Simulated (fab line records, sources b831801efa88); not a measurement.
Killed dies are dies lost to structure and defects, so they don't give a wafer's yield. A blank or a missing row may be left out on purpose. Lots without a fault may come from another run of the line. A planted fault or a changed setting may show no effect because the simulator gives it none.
Problem report in the 8D (eight disciplines) form, filled by code | flow sky130 | the parts of the form that need people (team, actions taken, sign-off) are left out

1. THE PROBLEM
killed_at_M4_up at SKY_PAD_OPEN_PROBE_99 reads a mean of 59.0 on 2 wafers of 2 lots; wafers without a fault read 3.0 with a standard deviation of 1.9. That is +29 standard deviations from the usual mean.
First seen on wafer L182.6, day 48 01:14, on prober-02. The record holds 9 wafers of 3 lots with a number at this step. Rule for "out", or "out of limits": more than 4 standard deviations from the usual mean. The other wafers with a number count as sound.

2. WHAT IT IS AND WHAT IT IS NOT
question                    | is                                                                                                                         | is not
which readings at this step | killed_at_M4_up, defect_limited_yield, killed_dies, sort_bin_3_pad_short, sort_bin_5_function, sort_n_pass, sort_yield_pct | killed_at_M0_to_M3, killed_at_contacts, killed_at_front_end, killed_at_other, killed_open, killed_short
which lots                  | L182, L184                                                                                                                 | L192
which wafers of those lots  | L182.6, L184.6                                                                                                             | L182.1, L182.5, L184.1, L184.3
read on which tools         | prober-02                                                                                                                  | prober-01
when                        | from day 48 01:14                                                                                                          | up to then (2 sound wafers); but 5 sound wafers of L184, L192 came after

3. SUSPECTS, AND WHAT RULES EACH OUT
Counting: a tool at a process step up to the reading stays a suspect if it ran every lot that is out. Sound lots after the first of them don't rule it out here, since some wafers of a struck lot are sound.
- plasma_asher-03 at SKY_LOCAL_INTERCONNECT_STRIP_15 (strips in O2/N2): kept. It ran every lot that is out, first L182 (day 33 15:47).
- cvd_w-02 at SKY_VIA4_CVD_18 (deposits W, target thk 505 nm, time 152.14 s): kept. It ran every lot that is out, first L182 (day 45 11:31).
- prober-02 at SKY_PAD_OPEN_PROBE_99: kept. It ran every lot that is out, first L182 (day 48 00:59). Its own readings are out on those wafers: defect_limited_yield, killed_at_M4_up, killed_dies, sort_bin_3_pad_short, sort_bin_5_function, sort_n_pass, sort_yield_pct.
- Within cvd_w-02 at SKY_VIA4_CVD_18: the wafers that are out ran in chamber 1; their sound lot-mates ran in chamber 0.
Left after counting: plasma_asher-03 at SKY_LOCAL_INTERCONNECT_STRIP_15, cvd_w-02 at SKY_VIA4_CVD_18, prober-02 at SKY_PAD_OPEN_PROBE_99.

4. THE CAUSE (what the simulator had put in)
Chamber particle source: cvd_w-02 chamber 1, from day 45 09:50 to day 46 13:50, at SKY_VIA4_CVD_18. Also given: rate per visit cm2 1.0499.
Counting left 3 suspects, and this tool is among them.

5. THE CHAIN OF EFFECTS, in route order
Each row: a reading whose mean over the struck wafers that have a number lies more than 3 standard deviations from the usual. Only readings for which the record gives a usual standard deviation are gone through. hours: the time from each lot's start at the first step in this table that gives one to its start at this step, as a median over the lots. sigmas: the change in usual standard deviations.
hours | step                  | reading              | usual  | on struck wafers | change | sigmas
0     | SKY_PAD_OPEN_PROBE_99 | defect_limited_yield | 82.5 % | 71.1             | -11.4  | -6.3
0     | SKY_PAD_OPEN_PROBE_99 | killed_at_M4_up      | 3.0    | 59.0             | +56.0  | +29
0     | SKY_PAD_OPEN_PROBE_99 | killed_dies          | 86     | 142              | +56    | +6.2
0     | SKY_PAD_OPEN_PROBE_99 | sort_bin_3_pad_short | 0.9 %  | 3.4              | +2.5   | +6.9
0     | SKY_PAD_OPEN_PROBE_99 | sort_bin_5_function  | 10.3 % | 17.3             | +7.0   | +4.4
0     | SKY_PAD_OPEN_PROBE_99 | sort_n_pass          | 406    | 350              | -56    | -6.2
0     | SKY_PAD_OPEN_PROBE_99 | sort_yield_pct       | 82.5 % | 71.1             | -11.4  | -6.3
The process steps in it:
- SKY_PAD_OPEN_PROBE_99

6. WHAT WOULD HAVE CAUGHT IT SOONER
In this record the first reading out of limits was taken at day 48 01:14, 63 hours after the fault began at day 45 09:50.
Of the tool readings at SKY_VIA4_CVD_18 for which the record gives a usual standard deviation, none was out on any struck wafer, so an alarm limit of 4 standard deviations on them would not have fired.
All the lots that are out (2) had begun SKY_VIA4_CVD_18 on cvd_w-02 by day 48 01:14. A hold on the tool at that time would have spared none of them.
